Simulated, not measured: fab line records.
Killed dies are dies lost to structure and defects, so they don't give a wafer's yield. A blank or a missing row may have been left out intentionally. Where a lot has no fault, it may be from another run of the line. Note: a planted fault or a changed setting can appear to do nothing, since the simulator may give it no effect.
2 desks looking at one fault / flow gf180mcu / each desk holds nothing but its own numbers, with what lay behind them at the end

== TOOL OWNER'S DESK, litho track-03 ==
Per lot that ran on this tool, the mean of the sampled wafers carrying a number, from the tool's own readings at GF_V1_SOFTBAKE_10 (time 60 s). The brackets show how far a lot's mean lies from the usual mean; more than 4 standard deviations puts the lot out of limits, marked OUT.
Columns: A = exhaust pa at GF_V1_SOFTBAKE_10, usual 45.1 Pa; B = heater power total W at GF_V1_SOFTBAKE_10, usual 93.05 W; C = run length s at GF_V1_SOFTBAKE_10, usual 89.16 s
lot=L157; first seen here=day 18 04:00; A=44.5; B=93.03; C=88.99
lot=L161; first seen here=day 19 11:00; A=45.8; B=96.37 (+50) OUT; C=83.58 (-37) OUT
lot=L163; first seen here=day 20 01:00; A=43.7; B=97.40 (+66) OUT; C=81.58 (-51) OUT
lot=L165; first seen here=day 20 16:00; A=46.1; B=95.29 (+34) OUT; C=85.27 (-26) OUT
lot=L173; first seen here=day 23 12:00; A=45.6; B=93.08; C=89.08
lot=L177; first seen here=day 24 20:00; A=45.5; B=93.03; C=89.18
lot=L178; first seen here=day 25 05:00; A=44.0; B=93.06; C=89.10
Finding of this desk: L161, L163, L165 out of limits; the first was L161 at day 19 11:00, on heater power total W at GF_V1_SOFTBAKE_10. In limits: L157, L173, L177, L178.

== METROLOGY DESK ==
What the gauges read for every lot (on any tool): the sampled wafers with a number, averaged. The brackets show how far a lot's mean lies from the usual mean; more than 4 standard deviations puts the lot out of limits, marked OUT.
Columns: A = M1_ALCU_RS at GF_M1_RS_MEAS_05, usual 0.0694 ohm/sq
lot=L157; first seen here=day 16 16:46; A=0.0693
lot=L160; first seen here=day 17 13:34; A=0.0704
lot=L161; first seen here=day 17 22:34; A=0.0683
lot=L163; first seen here=day 18 11:06; A=0.0696
lot=L165; first seen here=day 19 03:03; A=0.0694
lot=L171; first seen here=day 21 06:35; A=0.0692
lot=L172; first seen here=day 21 21:07; A=0.0695
lot=L173; first seen here=day 22 00:43; A=0.0696
lot=L174; first seen here=day 22 12:32; A=0.0697
lot=L175; first seen here=day 22 13:53; A=0.0691
lot=L177; first seen here=day 23 09:08; A=0.0702
lot=L178; first seen here=day 23 18:47; A=0.0696
lot=L179; first seen here=day 23 23:43; A=0.0688
This desk found nothing out of limits on any of the 13 lots.

== BROUGHT TOGETHER ==
The tool owner's desk could have raised an alarm at day 19 11:00, on L161, L163, L165.
The metrology desk saw nothing out of limits.
The metrology desk has L161, L163, L165 on record, within its limits.
The lots listed all ran GF_V1_SOFTBAKE_10 on litho track-03.

== WHAT HAD BEEN PUT IN BY THE SIMULATOR ==
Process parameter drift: litho track-03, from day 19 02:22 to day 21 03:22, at GF_V1_SOFTBAKE_10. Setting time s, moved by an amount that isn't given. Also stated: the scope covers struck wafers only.
Struck lots among those shown: L161, L163, L165.
Time in hours from fault onset to the first out-of-limits reading at each desk: the tool owner's desk, 9.
